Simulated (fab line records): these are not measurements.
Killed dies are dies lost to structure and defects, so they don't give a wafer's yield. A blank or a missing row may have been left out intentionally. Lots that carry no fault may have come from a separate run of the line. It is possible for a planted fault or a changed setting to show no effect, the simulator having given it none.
fab line records -- flow sky130 -- part 2 of 2: steps 28 to 38 of 38
record lots=5, wafers=15, lastDay=50
route steps=708 shown CAPM@541 METAL3@555 VIA3@573
lots that met no fault: taken from a fault-free run of the same line
startH: the number of hours between the record's first day and the start of the first shown wafer of the lot -- waitH: hours since the lot's step before -- " repeats the value in the row above -- L1.1+2: several wafers, shown together as one row -- - either no value or no given start -- * or withheld: withheld -- < > ~ a bound
route shown NAME@n: a module of which the file shows steps, and the number in the route of the first -- usual: average and standard deviation across the fault-free wafers -- same: alike in all rows -- chamber/n: place in a boat -- sites: per-site readings -- _std_site: how widely they spread, as a standard deviation -- _edge_site: the outer-site mean with the inner-site mean subtracted -- radiusMm: how far each site lies from the wafer's centre -- mask NAME#n: copy n -- behind: the most recent tool/chamber to have shaped the wafer -- hold: cause of the lot's hold/its duration in hours/its outcome -- device: transistor that didn't switch, given as n, p or np -- end of line: the route-end tests of the same wafers -- a step with no rows: only its recipe -- killed: not the wafer's yield, but the dies lost to structure and defects at the first sort -- map: per-die view of a wafer (x killed, . not killed, _ where there is no die)
set.NAME: the setting as run; set.NAME@STEP: as run at that earlier step -- model.NAME: the simulator's own value behind a step, which no gauge read
lots at selected steps of the route; one table per step, one row per wafer
services: the hour from which a tool's chamber was out of use, counted from the record's first day as startH (under 0 if before that day), plus the number of hours and why
## steps
# step SKY_METAL3_METAL_ETCH_18
# recipe targetDepthA=8450, stopOn=SiO2, overEtchFrac=0.3, timeS=183.1, chemistry=Cl2/BCl3, resistSidewallDeg=88, pressureMtorr=10, icpW=900, biasW=48.5, Cl2_flow_sccm=60, bcl3FlowSccm=30
# usual drypumpMotorCurrentA=5.8/0.52, oesProductAu=0.866/0.007, throttleValvePct=22.263/0.0093
# same timeS=183.1
lot.wafer,tool,chamber,startH,waitH,drypumpMotorCurrentA,oesProductAu,rfHoursCounterH,throttleValvePct
L074.1,rieMetal-04,1,900.32,0.0,5.1,0.867,5,22.265
L074.3,rieMetal-04,0,900.32,0.0,5.7,0.866,-,22.268
L074.5,rieMetal-04,1,900.32,0.0,5.1,0.866,-,22.281
L075.3,rieMetal-03,1,909.06,0.1,5.3,0.866,-,22.262
L075.4,rieMetal-03,1,909.06,0.1,5.3,0.869,-,22.274
L075.6,rieMetal-03,1,909.06,0.1,5.3,0.877,-,22.258
L084.3,rieMetal-04,1,998.23,0.1,5.1,0.856,-,22.260
L084.4,rieMetal-04,0,998.23,0.1,5.8,0.848,-,22.244
L084.6,rieMetal-04,1,998.23,0.1,5.1,0.867,-,22.273
L089.1,rieMetal-04,0,1012.47,0.0,5.7,0.860,20,22.264
L089.2,rieMetal-04,1,1012.47,0.0,5.1,0.859,10,22.279
L089.3,rieMetal-04,1,1012.47,0.0,5.1,0.861,-,22.276
L096.1,rieMetal-04,1,1055.22,0.0,5.1,0.868,12,22.256
L096.3,rieMetal-04,1,1055.22,0.0,5.1,0.869,-,22.261
L096.6,rieMetal-04,0,1055.22,0.0,5.8,0.871,-,22.264
# step SKY_METAL3_STRIP_19
# recipe chemistry=O2/N2, powerW=1400, pressureMtorr=1500, platenTempC=withheld, o2FlowSccm=3000, n2FlowSccm=300, overashFraction=0.5
# usual drypumpMotorCurrentA=5.8/0.45, o2FlowSccm=2999/9.3, oesProductAu=0.501/0.0061, stripTimeToEndpointS=6.51/0.088
lot.wafer,tool,chamber,startH,waitH,drypumpMotorCurrentA,o2FlowSccm,oesProductAu,rfHoursCounterH,stripTimeToEndpointS
L074.1,plasmaAsher-01,1,900.50,0.1,5.1,2992,0.497,82,6.51
L074.3,plasmaAsher-01,0,900.50,0.1,6.1,3000,0.503,-,6.58
L074.5,plasmaAsher-01,1,900.50,0.1,5.1,3000,0.504,-,6.51
L075.3,plasmaAsher-03,0,909.33,0.2,5.4,3012,0.496,-,6.42
L075.4,plasmaAsher-03,1,909.33,0.2,6.1,3002,0.506,-,6.45
L075.6,plasmaAsher-03,0,909.33,0.2,5.4,3009,0.495,-,6.47
L084.3,plasmaAsher-01,0,998.38,0.1,6.2,2996,0.494,-,6.42
L084.4,plasmaAsher-01,1,998.38,0.1,5.1,2988,0.499,-,6.63
L084.6,plasmaAsher-01,0,998.38,0.1,6.2,3010,0.494,-,6.41
L089.1,plasmaAsher-04,1,1012.64,0.1,6.1,3009,0.511,50,6.61
L089.2,plasmaAsher-04,0,1012.64,0.1,6.0,2994,0.508,50,6.50
L089.3,plasmaAsher-04,0,1012.64,0.1,6.0,2998,0.497,-,6.42
L096.1,plasmaAsher-04,1,1055.39,0.1,6.2,2992,0.488,54,6.39
L096.3,plasmaAsher-04,0,1055.39,0.1,6.0,2998,0.492,-,6.36
L096.6,plasmaAsher-04,1,1055.39,0.1,6.2,2996,0.505,-,6.52
# step SKY_METAL3_STRIP_20
# recipe chemistry=postEtchResidueRemover, timeS=1200, tempC=72.5
# same timeS=1200
lot.wafer,tool,chamber,startH,waitH
L074.1+3+5,wetBench-04,0,900.60,0.1
L075.3+4+6,wetBench-03,2,909.40,0.0
L084.3+4+6,wetBench-04,3,998.44,0.0
L089.1+2+3,wetBench-03,3,1012.74,0.1
L096.1+3+6,wetBench-01,0,1055.49,0.1
# step SKY_METAL3_CLEAN_21
# recipe chemistry=IPA, timeS=180, tempC=25
# same timeS=180
lot.wafer,tool,chamber,startH,waitH
L074.1+3+5,wetBench-01,1,900.97,0.0
L075.3+4+6,wetBench-01,0,909.74,0.0
L084.3+4+6,wetBench-01,3,998.82,0.0
L089.1+2+3,wetBench-04,2,1013.12,0.0
L096.1+3+6,wetBench-03,2,1055.84,0.0
# step SKY_METAL3_CLEAN_22
# recipe chemistry=O3/DIW, dry=n2Spin
lot.wafer,tool,chamber,startH,waitH
L074.1+3+5,wetBench-03,0,901.03,0.0
L075.3+4+6,wetBench-04,3,909.80,0.0
L084.3+4+6,wetBench-03,3,998.88,0.0
L089.1+2+3,wetBench-01,3,1013.18,0.0
L096.1+3+6,wetBench-01,3,1055.95,0.0
# step SKY_VIA3_HDPCVD_00
# recipe material=SiO2, targetThkNm=1635, sigmaOpenFrac=0.3, timeS=272.5, tempC=400, sih4FlowSccm=60, pressureMtorr=6
# same timeS=272.5
lot.wafer,tool,chamber,startH,waitH
L074.1+3+5,hdpcvd-02,"0,2,2",901.12,0.0
L075.3+4+6,hdpcvd-02,"0,1,2",909.89,0.0
L084.3+4+6,hdpcvd-01,"2,1,0",998.98,0.0
L089.1+2+3,hdpcvd-02,"2,1,0",1013.28,0.0
L096.1+3+6,hdpcvd-01,"0,2,1",1056.04,0.0
# step SKY_VIA3_THK_MEAS_01
# recipe reads=SiO2_of_VIA3_HDPCVD_00
# usual VIA3_HDPCVD_THK=1633/16
lot.wafer,tool,chamber,startH,waitH,VIA3_HDPCVD_THK[nm]
L074.1,filmMetro-01,-,901.29,0.1,1648
L074.3,filmMetro-01,-,901.29,0.1,1622
L074.5,filmMetro-01,-,901.29,0.1,1653
L075.3,filmMetro-02,-,910.08,0.1,1649
L075.4,filmMetro-02,-,910.08,0.1,1637
L075.6,filmMetro-02,-,910.08,0.1,1649
L084.3,filmMetro-04,-,999.17,0.1,1642
L084.4,filmMetro-04,-,999.17,0.1,1620
L084.6,filmMetro-04,-,999.17,0.1,1620
L089.1,filmMetro-04,-,1013.45,0.1,1638
L089.2,filmMetro-04,-,1013.45,0.1,1643
L089.3,filmMetro-04,-,1013.45,0.1,1641
L096.1,filmMetro-04,-,1056.21,0.1,1631
L096.3,filmMetro-04,-,1056.21,0.1,1648
L096.6,filmMetro-04,-,1056.21,0.1,1643
# step SKY_VIA3_CMP_02
# recipe material=SiO2, downForcePsi=4, platenRpm=60, padVelocityMS=0.94248
# usual headPressurePsi=4.000/0.0091, motorCurrentA=12.2/1.1, retainingRingPressureFrac=1.000/0.0052
lot.wafer,tool,chamber,startH,waitH,headPressurePsi,motorCurrentA,retainingRingPressureFrac
L074.3,cmp-02,1,901.45,0.1,3.999,10.5,1.000
L074.1,cmp-02,2,901.45,0.1,4.011,10.9,1.008
L074.5,cmp-02,3,901.45,0.1,4.006,13.0,0.994
L075.4,cmp-01,0,910.17,0.1,4.014,11.6,1.004
L075.3,cmp-01,1,910.17,0.1,3.993,12.6,0.998
L075.6,cmp-01,3,910.17,0.1,4.013,12.2,1.007
L084.4,cmp-02,3,999.26,0.1,3.982,13.1,1.002
L084.3,cmp-02,1,999.26,0.1,3.992,10.6,0.996
L084.6,cmp-02,2,999.26,0.1,4.010,10.8,0.997
L089.2,cmp-01,1,1013.51,0.0,3.994,13.2,0.994
L089.3,cmp-01,3,1013.51,0.0,4.005,11.4,0.990
L089.1,cmp-01,0,1013.51,0.0,4.006,11.7,1.004
L096.1,cmp-01,2,1056.37,0.1,3.990,12.2,1.004
L096.3,cmp-01,3,1056.37,0.1,4.016,11.7,1.002
L096.6,cmp-01,0,1056.37,0.1,4.013,11.7,0.999
# step SKY_VIA3_BOW_MEAS_03
# recipe mode=bow
# usual VIA3_BOW=78/7.3
lot.wafer,tool,chamber,startH,waitH,VIA3_BOW[um]
L074.1,filmMetro-04,-,901.65,0.1,86
L074.3,filmMetro-04,-,901.65,0.1,74
L074.5,filmMetro-04,-,901.65,0.1,79
L075.3,filmMetro-04,-,910.46,0.2,69
L075.4,filmMetro-04,-,910.46,0.2,73
L075.6,filmMetro-04,-,910.46,0.2,74
L084.3,filmMetro-04,-,999.55,0.1,81
L084.4,filmMetro-04,-,999.55,0.1,75
L084.6,filmMetro-04,-,999.55,0.1,84
L089.1,filmMetro-02,-,1013.81,0.1,90
L089.2,filmMetro-02,-,1013.81,0.1,85
L089.3,filmMetro-02,-,1013.81,0.1,87
L096.1,filmMetro-02,-,1056.57,0.2,89
L096.3,filmMetro-02,-,1056.57,0.2,79
L096.6,filmMetro-02,-,1056.57,0.2,93
# step SKY_VIA3_DEHYDRATE_04
# recipe tempC=200, timeS=60
# usual plateTempC=200.00/0.14
# same timeS=60
lot.wafer,tool,chamber,startH,waitH,plateTempC
L074.1,lithoTrack-04,0,912.91,11.2,200.02
L074.3,lithoTrack-04,0,912.91,11.2,200.07
L074.5,lithoTrack-04,0,912.91,11.2,199.97
L075.3,lithoTrack-03,0,923.37,12.9,200.22
L075.4,lithoTrack-03,0,923.37,12.9,200.08
L075.6,lithoTrack-03,0,923.37,12.9,199.71
L084.3,lithoTrack-03,0,1010.27,10.7,200.16
L084.4,lithoTrack-03,0,1010.27,10.7,200.04
L084.6,lithoTrack-03,0,1010.27,10.7,199.98
L089.1,lithoTrack-04,0,1025.96,12.1,199.75
L089.2,lithoTrack-04,0,1025.96,12.1,199.95
L089.3,lithoTrack-04,0,1025.96,12.1,199.96
L096.1,lithoTrack-02,0,1066.59,10.0,200.25
L096.3,lithoTrack-02,0,1066.59,10.0,200.12
L096.6,lithoTrack-02,0,1066.59,10.0,199.89
# step SKY_VIA3_HMDS_05
# recipe primeTimeS=60, primeTempC=120
# usual primeTempC=120.03/0.14
lot.wafer,tool,chamber,startH,waitH,primeTempC
L074.1,lithoTrack-04,0,913.06,0.1,120.01
L074.3,lithoTrack-04,0,913.06,0.1,120.09
L074.5,lithoTrack-04,0,913.06,0.1,120.12
L075.3,lithoTrack-03,0,923.52,0.1,119.88
L075.4,lithoTrack-03,0,923.52,0.1,120.00
L075.6,lithoTrack-03,0,923.52,0.1,119.92
L084.3,lithoTrack-03,0,1010.42,0.1,120.09
L084.4,lithoTrack-03,0,1010.42,0.1,119.92
L084.6,lithoTrack-03,0,1010.42,0.1,120.08
L089.1,lithoTrack-04,0,1026.11,0.1,120.04
L089.2,lithoTrack-04,0,1026.11,0.1,120.09
L089.3,lithoTrack-04,0,1026.11,0.1,120.07
L096.1,lithoTrack-02,0,1066.74,0.1,120.04
L096.3,lithoTrack-02,0,1066.74,0.1,120.05
L096.6,lithoTrack-02,0,1066.74,0.1,119.76
## services
tool,chamber,startH,hours,kind
rieMetal-03,-,843.83,0.2,repair
plasmaAsher-03,-,845.49,1.2,repair
ilineStepper-01,-,857.26,5.0,repair
cmp-01,-,869.91,0.9,repair
krfScanner-01,-,882.07,0.8,pm
rieDiel-03,1,884.60,5.5,repair
hdpcvd-02,-,891.84,1.9,repair
rieMetal-03,0,901.08,28.6,repair
krfScanner-01,-,901.89,0.2,repair
rieDiel-03,-,905.46,2.8,pm
hdpcvd-02,-,950.25,15.0,pm
plasmaAsher-03,-,951.72,15.6,pm
plasmaAsher-01,-,960.62,4.3,pm
ilineStepper-01,-,969.29,1.7,pm
krfScanner-01,-,974.53,1.0,pm
rieMetal-03,-,978.89,16.6,repair
cmp-01,-,981.87,5.2,pm
rieMetal-04,1,998.52,13.1,repair
plasmaAsher-03,-,1018.32,4.3,pm
rieMetal-04,-,1025.57,1.0,repair
rieMetal-04,-,1035.37,1.1,repair
rieMetal-04,-,1037.63,4.3,pm
rieMetal-04,-,1057.26,10.7,repair
rieMetal-01,1,1065.05,7.0,repair
